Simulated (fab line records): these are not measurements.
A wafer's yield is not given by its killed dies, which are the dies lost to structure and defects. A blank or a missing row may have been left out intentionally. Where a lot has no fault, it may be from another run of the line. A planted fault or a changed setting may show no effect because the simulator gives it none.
One fault through the eyes of 2 desks :: flow sky130 :: numbers are kept per desk, each desk with only its own; the story behind them comes last

DESK OF THE TOOL OWNER: pvd-sputter-01
The tool's own readings at SKY_METAL4_SPUTTER_03 (material Ti, target thk 5 nm, time 3.3 s): means of the sampled wafers that have a number, for each lot that ran on this tool. Any lot whose mean is over 4 standard deviations away from the usual mean is out of limits and marked OUT; that distance is given in the brackets.
Columns: A = cathode-dc-power-W at SKY_METAL4_SPUTTER_03, usual 3000.0 W; B = throttle-valve-pct at SKY_METAL4_SPUTTER_03, usual 30.1 %
lot: L695
first seen here: day 39 18:47
A: 2999.7
B: 30.8

lot: L696
first seen here: day 39 19:08
A: 2999.6
B: 30.2

lot: L698
first seen here: day 41 00:00
A: 3000.0
B: 30.3

lot: L699
first seen here: day 41 15:29
A: 3000.1
B: 30.4

lot: L708
first seen here: day 43 19:29
A: 2999.7
B: 30.7

lot: L710
first seen here: day 44 02:40
A: 2999.9
B: 30.8
This desk found nothing out of limits on any of the 6 lots.

METROLOGY DESK
Lot by lot, what the gauges showed, no matter which tool ran the lot: averages of those sampled wafers that carry a number. Any lot whose mean is over 4 standard deviations away from the usual mean is out of limits and marked OUT; that distance is given in the brackets.
Columns: A = VIA4_W_RS at SKY_VIA4_RS_MEAS_19, usual 0.2254 ohm/sq
lot: L695
first seen here: day 42 21:23
A: 0.2259

lot: L696
first seen here: day 42 21:37
A: 0.2233

lot: L697
first seen here: day 43 05:12
A: 0.2284

lot: L698
first seen here: day 44 00:25
A: 0.2232

lot: L699
first seen here: day 44 15:28
A: 0.2210

lot: L703
first seen here: day 45 12:55
A: 0.2252

lot: L708
first seen here: day 46 15:54
A: 0.2285

lot: L710
first seen here: day 46 21:08
A: 0.2265

lot: L711
first seen here: day 46 23:46
A: 0.2271

lot: L712
first seen here: day 47 11:13
A: 0.2255

lot: L715
first seen here: day 48 04:17
A: 0.2255
This desk found nothing out of limits on any of the 11 lots.

TAKEN TOGETHER
Nothing out of limits was seen by the tool owner's desk.
The metrology desk saw nothing out of limits.

WHAT THE SIMULATOR HAD INSERTED
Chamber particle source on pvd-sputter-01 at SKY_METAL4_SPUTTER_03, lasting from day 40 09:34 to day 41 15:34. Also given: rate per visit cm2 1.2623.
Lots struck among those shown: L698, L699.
